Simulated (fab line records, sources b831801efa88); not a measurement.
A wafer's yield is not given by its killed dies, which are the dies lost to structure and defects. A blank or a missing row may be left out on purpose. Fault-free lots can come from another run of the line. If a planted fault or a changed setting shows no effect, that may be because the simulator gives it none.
Which tool was responsible? | flow gf180mcu | Sampling: 24 lots, 72 wafers, 2 of 602 route steps

== WHAT EACH GAUGE READ, for each wafer ==
GF_V3_OVL_MEAS_15.
lot  | measured     | on         | V3_OVL (nm)
L074 | day 21 21:29 | overlay-01 | 2 11 3
L075 | day 22 09:03 | overlay-02 | 5 4 5
L076 | day 23 21:45 | overlay-01 | 4 -4 8
L077 | day 24 02:24 | overlay-01 | 9 7 9
L079 | day 24 02:37 | overlay-02 | 2 6 4
L078 | day 24 03:42 | overlay-02 | 1 1 -1
L080 | day 24 11:28 | overlay-01 | -1 4 7
L081 | day 25 00:19 | overlay-02 | 0 -6 0
L082 | day 25 05:09 | overlay-02 | 9 -3 0
L083 | day 25 18:34 | overlay-02 | -1 3 5
L084 | day 26 04:34 | overlay-01 | 13 11 8
L085 | day 26 10:31 | overlay-01 | 5 8 3
L086 | day 26 11:06 | overlay-01 | -2 1 6
L087 | day 26 20:20 | overlay-01 | -2 -7 3
L088 | day 27 09:52 | overlay-02 | 12 9 1
L089 | day 27 12:23 | overlay-02 | 2 0 1
L090 | day 27 22:12 | overlay-02 | 9 3 -1
L091 | day 28 00:50 | overlay-01 | 1 -3 -1
L092 | day 28 09:01 | overlay-02 | 8 10 9
L093 | day 28 15:59 | overlay-02 | -5 -7 -4
L094 | day 28 22:44 | overlay-02 | -1 11 7
L095 | day 29 02:13 | overlay-02 | 8 1 6
L096 | day 29 09:45 | overlay-01 | 5 8 -2
L097 | day 29 17:31 | overlay-01 | 5 5 5

GF_M5_OVL_MEAS_08.
lot  | measured     | on         | M5_OVL (nm)
L074 | day 25 20:27 | overlay-02 | 2 2 5
L075 | day 26 06:26 | overlay-02 | 4 6 8
L076 | day 27 14:33 | overlay-02 | 10 6 3
L077 | day 27 18:30 | overlay-02 | -9 -5 -5
L079 | day 27 19:16 | overlay-02 | -8 -1 -7
L078 | day 27 21:07 | overlay-02 | 5 8 4
L080 | day 28 01:52 | overlay-02 | -4 -7 -8
L081 | day 28 15:38 | overlay-02 | -7 -4 2
L082 | day 28 19:06 | overlay-02 | 1 4 4
L083 | day 29 08:03 | overlay-01 | 5 3 13
L084 | day 29 16:08 | overlay-02 | -1 1 -4
L085 | day 29 21:01 | overlay-01 | -4 2 -3
L086 | day 29 21:23 | overlay-02 | -2 4 -2
L087 | day 30 06:42 | overlay-02 | -5 -11 -5
L088 | day 30 18:01 | overlay-01 | -8 4 7
L089 | day 30 21:57 | overlay-02 | 5 4 -5
L090 | day 31 06:05 | overlay-02 | 8 9 7
L091 | day 31 08:39 | overlay-01 | 0 -3 -7
L092 | day 31 16:25 | overlay-01 | 8 -5 4
L093 | day 31 22:20 | overlay-02 | 3 -3 5
L094 | day 32 04:20 | overlay-01 | 3 1 13
L095 | day 32 07:46 | overlay-01 | 2 0 3
L096 | day 32 13:40 | overlay-01 | 13 11 14
L097 | day 32 21:23 | overlay-02 | 8 2 -5

== WHAT TOOL EACH LOT RAN ON (gives the tool, then ch and the chambers of the sampled wafers, and finally the start) ==
There is no process step in the record ahead of these readings.

== WHAT THE TOOLS THEMSELVES READ (means of the sampled wafers that have a number; where no wafer has one, the mark that the record gives instead) ==
The record holds no such reading with a usual standard deviation.

== THE ANSWER, worked out from the rows above alone ==
Rule: usual is defined by the lots themselves. The widest of any qualifying gaps counts: lots, ordered by their means at a reading, are off when they make up no more than a third of the lots, leave a main group of 4 or more, and stand apart from it by 3 or more times the standard deviation of that group's means. A main group whose means are all the same, to the digits that the tables above print for the reading, isn't used. A lot without any number at a reading at which 4 lots or more have one is off too. Any other lot the step has rows for is counted as sound. First the gauges in route order, then the tools' own readings, where a lot's mean is used as printed above. The first step at which some lot is off is used, and at that step the reading that is off furthest; a lot without a number counts as furthest.
None of the lots is off at any reading shown; this tells nothing.

== WHAT HAD BEEN PUT IN BY THE SIMULATOR ==
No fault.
